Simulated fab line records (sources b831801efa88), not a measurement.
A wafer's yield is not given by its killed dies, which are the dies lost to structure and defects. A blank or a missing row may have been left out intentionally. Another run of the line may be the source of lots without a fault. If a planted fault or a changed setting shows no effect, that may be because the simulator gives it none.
Comparing a struck lot with a sound one | flow sfq_line | 42 steps out of a route of 325
Sound: these wafers, L412.2, L412.5, L412.6. Struck: wafer L421.6 (L421.1, L421.2, from the same lot, were not struck and are left out); the cause is given at the end.
Order at every step that has rows: each side's tool, ch and its chambers, its first start. Under that, the readings that differ: sound wafers | struck wafers | difference of the means | sigmas: that difference in standard deviations of wafers without a fault.
alike: words and numbers the same on both sides, and readings whose means are apart by under 2 such deviations; not compared: readings that were withheld, readings missing a value for some wafer, numbers with overlapping values and no deviation given by the record, and bounds like >300 which may hide the same value.
The two part at a step that has a row with sigmas, a row that says differs or no value, or rows on one side only. When numbers do not overlap yet have no deviation, they are printed without sigmas and do not part them. Lack of a reading on every wafer of one side parts them only where that side has two or more wafers.

first, 6 steps without rows for these wafers: SFQ_TRILAYER_M0_LITHO_COAT_026 (resist thk 62 nm); SFQ_TRILAYER_M0_LITHO_COAT_021 (resist thk 600 nm); SFQ_TRILAYER_M0_LITHO_SOFTBAKE_025; SFQ_TRILAYER_M0_LITHO_EXPOSE_022 (exposes mask M0, target cd 500 nm); SFQ_TRILAYER_M0_LITHO_PEB_024 (peb time 60 s); SFQ_TRILAYER_M0_LITHO_DEVELOP_023 (time 60 s).
SFQ_M0_OVL_MEAS_906:
  sound on overlay-01, day 8 12:28; struck on overlay-02, day 15 02:48
  alike: M0_OVL
then, 1 step without rows for these wafers: SFQ_TRILAYER_M0_BARC_OPEN_METAL_ETCH_031 (etches BARC in O2, target depth 125 nm, time 41.7 s).
SFQ_TRILAYER_M0_ETCH_METAL_ETCH_024: etches Nb in Cl2/Ar, stops on SiO2, target depth 240 nm, time 120 s.
  sound on rie_metal-01 ch 0,1, day 8 12:33; struck on rie_metal-02 ch 0, day 15 02:54
  reading                     | sound          | struck | difference | sigmas
  drypump_motor_current_A (A) | 6.11 6.10 6.29 | 5.64   | -0.53      | -2
  alike: oes_product_au
  not compared: rf_hours_counter_h
then, 2 steps without rows for these wafers: SFQ_TRILAYER_M0_STRIP_STRIP_025 (strips in O2); SFQ_TRILAYER_M0_STRIP_SOLV_CLEAN_026 (cleans in NMP, time 600 s).
SFQ_TRILAYER_I0_DEP_PECVD_027: deposits SiO2 from SiH4/N2O, time 111.11 s, target thk 500 nm.
  sound on pecvd-03 ch 0,1,2, day 8 13:27; struck on pecvd-02 ch 0, day 15 03:58
  alike: heater_power_w, susceptor_temp_C, throttle_valve_pct
SFQ_TRILAYER_I0_CMP_CMP_028: polishes SiO2.
  sound on cmp-01 ch 0,1,2, day 8 14:32; struck on cmp-02 ch 0, day 15 06:04
  reading                                             | sound           | struck | difference | sigmas
  time_to_endpoint_s (s)                              | 216 226 216     | 250    | +31        | +4
  model.SiO2_of_TRILAYER_I0_DEP_PECVD_027.thk_nm (nm) | 200.1 199.1 200 | 150.5  | -49.2      |
  alike: motor_current_A, slurry_filter_dp_kPa, slurry_flow_ml_min
SFQ_I0_BOW_MEAS_907:
  sound on film_metro-03, day 8 16:33; struck on film_metro-01, day 15 07:04
  reading     | sound   | struck | difference | sigmas
  I0_BOW (um) | -6 1 -2 | 17     | +19        | +3
SFQ_TRILAYER_I0_METRO_MEASURE_029:
  sound on film_metro-03, day 8 16:51; struck on film_metro-01, day 15 07:11
  reading     | sound             | struck | difference | sigmas
  thk_nm (nm) | 200.2 199.0 200.0 | 150.5  | -49.2      | -50
then, 6 steps without rows for these wafers: SFQ_TRILAYER_I0_VIA_LITHO_COAT_036 (resist thk 62 nm); SFQ_TRILAYER_I0_VIA_LITHO_COAT_031 (resist thk 650 nm); SFQ_TRILAYER_I0_VIA_LITHO_SOFTBAKE_035; SFQ_TRILAYER_I0_VIA_LITHO_EXPOSE_032 (exposes mask I0, target cd 500 nm); SFQ_TRILAYER_I0_VIA_LITHO_PEB_034 (peb time 60 s); SFQ_TRILAYER_I0_VIA_LITHO_DEVELOP_033 (time 60 s).
SFQ_I0_OVL_MEAS_908:
  sound on overlay-02, day 12 20:00; struck on overlay-01, day 15 11:20
  alike: I0_OVL
SFQ_TRILAYER_I0_VIA_BARC_OPEN_VIA_ETCH_046: etches BARC in O2, target depth 125 nm, time 41.7 s.
  sound on rie_diel-04 ch 0,1,3, day 12 20:02; struck on rie_diel-01 ch 3, day 15 11:22
  alike: drypump_motor_current_A, oes_product_au
  not compared: rf_hours_counter_h
SFQ_TRILAYER_I0_VIA_ETCH_VIA_ETCH_034: etches SiO2 in CHF3, stops on Nb, target depth 260 nm.
  sound on rie_diel-04 ch 0,1,3, day 12 20:04; struck on rie_diel-01 ch 3, day 15 11:24
  reading                        | sound             | struck | difference | sigmas
  oes_product_au (a.u.)          | 0.850 0.854 0.853 | 0.748  | -0.104     | -20
  model.etch.depth_nm (nm)       | 200.1 199.1 200   | 150.5  | -49.2      |
  model.I0.feature_depth_nm (nm) | 200.1 199.1 200   | 150.5  | -49.2      |
  alike: drypump_motor_current_A
then, 2 steps without rows for these wafers: SFQ_TRILAYER_I0_VIA_STRIP_STRIP_035 (strips in O2); SFQ_TRILAYER_I0_VIA_STRIP_SOLV_CLEAN_036 (cleans in NMP, time 600 s).
SFQ_TRILAYER_M1_DEP_PRE_CLEAN_038: time 22.5 s.
  sound on pvd_sputter-04, day 12 20:58; struck on pvd_sputter-03, day 15 12:28
  reading                                             | sound             | struck | difference | sigmas
  model.SiO2_of_TRILAYER_I0_DEP_PECVD_027.thk_nm (nm) | 192.6 191.6 192.5 | 143    | -49        |
SFQ_TRILAYER_M1_DEP_SPUTTER_037: material Nb, target thk 200 nm, time 133.3 s.
  sound on pvd_sputter-04, day 12 20:59; struck on pvd_sputter-03, day 15 12:29
  alike: throttle_valve_pct
SFQ_M1_RS_MEAS_909: a four-point-probe measurement.
  sound on film_metro-04, day 12 21:06; struck on film_metro-02, day 15 12:35
  alike: M1_NB_RS
then, 6 steps without rows for these wafers: SFQ_TRILAYER_M1_LITHO_COAT_044 (resist thk 62 nm); SFQ_TRILAYER_M1_LITHO_COAT_039 (resist thk 600 nm); SFQ_TRILAYER_M1_LITHO_SOFTBAKE_043; SFQ_TRILAYER_M1_LITHO_EXPOSE_040 (exposes mask M1, target cd 500 nm); SFQ_TRILAYER_M1_LITHO_PEB_042 (peb time 60 s); SFQ_TRILAYER_M1_LITHO_DEVELOP_041 (time 60 s).
-- the record jumps here: 6 days lie between the struck wafers' starts before and after --
SFQ_M1_OVL_MEAS_911:
  sound on overlay-01, day 18 03:53; struck on overlay-02, day 21 23:37
  alike: M1_OVL
SFQ_TRILAYER_M1_BARC_OPEN_METAL_ETCH_054: etches BARC in O2, target depth 125 nm, time 41.7 s.
  sound on rie_metal-03 ch 1, day 18 03:56; struck on rie_metal-04 ch 0, day 21 23:39
  reading                     | sound       | struck | difference | sigmas
  drypump_motor_current_A (A) | 5.9 5.9 5.9 | 5.0    | -0.9       | -3
  alike: oes_product_au
  not compared: rf_hours_counter_h
then, 4 steps without rows for these wafers: SFQ_TRILAYER_M1_ETCH_METAL_ETCH_042 (etches Nb in Cl2/Ar, stops on SiO2, target depth 240 nm, time 120 s); SFQ_TRILAYER_M1_STRIP_STRIP_043 (strips in O2); SFQ_TRILAYER_M1_STRIP_SOLV_CLEAN_044 (cleans in NMP, time 600 s); SFQ_TRILAYER_I1_DEP_PECVD_045 (deposits SiO2 from SiH4/N2O, time 111.11 s, target thk 500 nm).
-- the record jumps here: 63 days lie between the struck wafers' starts before and after --
SFQ_M8_BOW_MEAS_951:
  sound on film_metro-01, day 75 15:14; struck on film_metro-03, day 85 00:38
  reading                 | sound             | struck | difference | sigmas
  model.etest.i0.link_ohm | 1.946 1.949 1.945 | 1.911  | -0.036     |
  alike: M8_BOW

== WHERE THEY PART ==
Last at SFQ_TRILAYER_M1_BARC_OPEN_METAL_ETCH_054 as far as this record goes, first at SFQ_TRILAYER_M0_ETCH_METAL_ETCH_024. Later steps at which nothing parts them and some readings are alike: SFQ_M8_BOW_MEAS_951.

WHY: what had been put in by the simulator
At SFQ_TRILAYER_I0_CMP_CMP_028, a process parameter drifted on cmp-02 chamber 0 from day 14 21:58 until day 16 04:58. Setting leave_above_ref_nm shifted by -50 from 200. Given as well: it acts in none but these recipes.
